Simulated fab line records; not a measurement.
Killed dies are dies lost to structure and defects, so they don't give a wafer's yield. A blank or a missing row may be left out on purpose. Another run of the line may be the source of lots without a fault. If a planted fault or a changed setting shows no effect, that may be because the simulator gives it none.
Lot-split experiment -- flow gf180mcu -- 23 wafers read from 5 lots, route of 602 steps

ABOUT THE SPLIT
At GF_PSD_IMPLANT_09, the setting dose-cm2 was moved away from the recipe's 1.5e+15 on 7 of the 23 wafers read, by -13.4% to +9.1%. All remaining wafers had this setting at the recipe value.

FROM THE SPLIT TO THE READING: what the file shows between them, 4 steps
- GF_PSD_STRIP_10: strips in O2/N2
- GF_PSD_TW_MEAS_11
- GF_PSD_CLEAN_12: cleans in SC1/SC2, time 150 s
- GF_PSD_RTA_13: time 20 s

THE READING
PSD_RS in ohm/sq, measured at GF_PSD_RS_MEAS_15 by four-point-probe. Fault-free wafers of this fab line usually give 108.59 ohm/sq, standard deviation 0.27 ohm/sq.

wafer,"tool, chamber at the split",dose-cm2 as run,against the recipe,"PSD_RS, ohm/sq",against lot-mates on the recipe
L075.1,"implanter-03, 0",1.5e+15,recipe,108.51,-
L075.3,"implanter-03, 0",1.5e+15,recipe,108.78,-
L075.4,"implanter-03, 0",1.5e+15,recipe,108.70,-
L075.5,"implanter-03, 0",1.299e+15,-13.4%,115.34,+6.68
L075.6,"implanter-03, 0",1.299e+15,-13.4%,114.84,+6.18
L076.1,"implanter-04, 0",1.5e+15,recipe,108.60,-
L076.3,"implanter-04, 0",1.356e+15,-9.6%,112.28,+3.59
L076.4,"implanter-04, 0",1.356e+15,-9.6%,112.27,+3.58
L076.5,"implanter-04, 0",1.5e+15,recipe,108.63,-
L076.6,"implanter-04, 0",1.5e+15,recipe,108.83,-
L079.2,"implanter-04, 0",1.5e+15,recipe,108.59,-
L079.5,"implanter-04, 0",1.5e+15,recipe,108.64,-
L079.6,"implanter-04, 0",1.5e+15,recipe,108.47,-
L082.1,"implanter-03, 0",1.5e+15,recipe,109.04,-
L082.3,"implanter-03, 0",1.5e+15,recipe,108.78,-
L082.4,"implanter-03, 0",1.5e+15,recipe,108.95,-
L082.5,"implanter-03, 0",1.5e+15,recipe,108.91,-
L082.6,"implanter-03, 0",1.5e+15,recipe,108.67,-
L084.2,"implanter-03, 0",1.637e+15,+9.1%,106.62,-2.00
L084.3,"implanter-03, 0",1.5e+15,recipe,108.59,-
L084.4,"implanter-03, 0",1.637e+15,+9.1%,106.70,-1.92
L084.5,"implanter-03, 0",1.5e+15,recipe,108.64,-
L084.6,"implanter-03, 0",1.637e+15,+9.1%,106.70,-1.92

FIT RESULTS
A straight line over all 23 wafers: PSD_RS changes by -0.365 ohm/sq for each +1% of dose-cm2; r = -0.96; the points scatter about the line by 0.61 ohm/sq.
The same after taking each lot's own level away (the mean of its wafers on the recipe; 23 wafers): -0.363 ohm/sq for each +1%; r = -0.96; scatter 0.63 ohm/sq.
That fit puts the effect of the largest move of dose-cm2 on the reading at 4.9 ohm/sq.
The span of the lots' own levels, 108.567 to 108.870 ohm/sq, comes to 1.1 times the standard deviation stated above.
The two slopes agree, so the slope changes little with the lot-to-lot level.
Check: with one of the wafers moved furthest among these (-13.4%) left out of the fit, the line predicts +4.7 ohm/sq for it against its lot-mates. It came out at +6.68 ohm/sq against them.

THE OTHER SPLITS THESE WAFERS WENT THROUGH
Before the reading, these wafers also passed through other splits. Each is held against what the fit with the lots' levels taken away leaves over:
other split on the same wafers,wafers away from the commonest value,r with PSD_RS (lot level and that fit taken away)
GF_HV_LDD_COAT_14 resist-thk-nm,4,-0.23
GF_HV_LDD_DEVELOP_30 dev-temp-c,7,-0.26
GF_HV_LDD_STRIP_49 o2-flow-sccm,5,-0.04
GF_NSD_COAT_02 spin-rpm,9,-0.24
GF_PSD_EXPOSE_04 dose-mj,5,+0.31

THE WHOLE CHAIN: every reading that the file lists as answering this split, in the file's order
step,what it does,reading,change (the file's fit),r (the file's)
GF_PSD_STRIP_10,strips in O2/N2,strip-time-to-endpoint-s,withheld for each +1% of the setting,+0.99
GF_PSD_TW_MEAS_11,,PSD_TW,+6.66 for each +1% of the setting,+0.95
GF_PSD_RS_MEAS_15,measures by four-point-probe,PSD_RS,-0.389 for each +1% of the setting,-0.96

THE FILE'S OWN FIT
PSD_RS changes by -0.389 ohm/sq for each +1% of dose-cm2, r = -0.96.
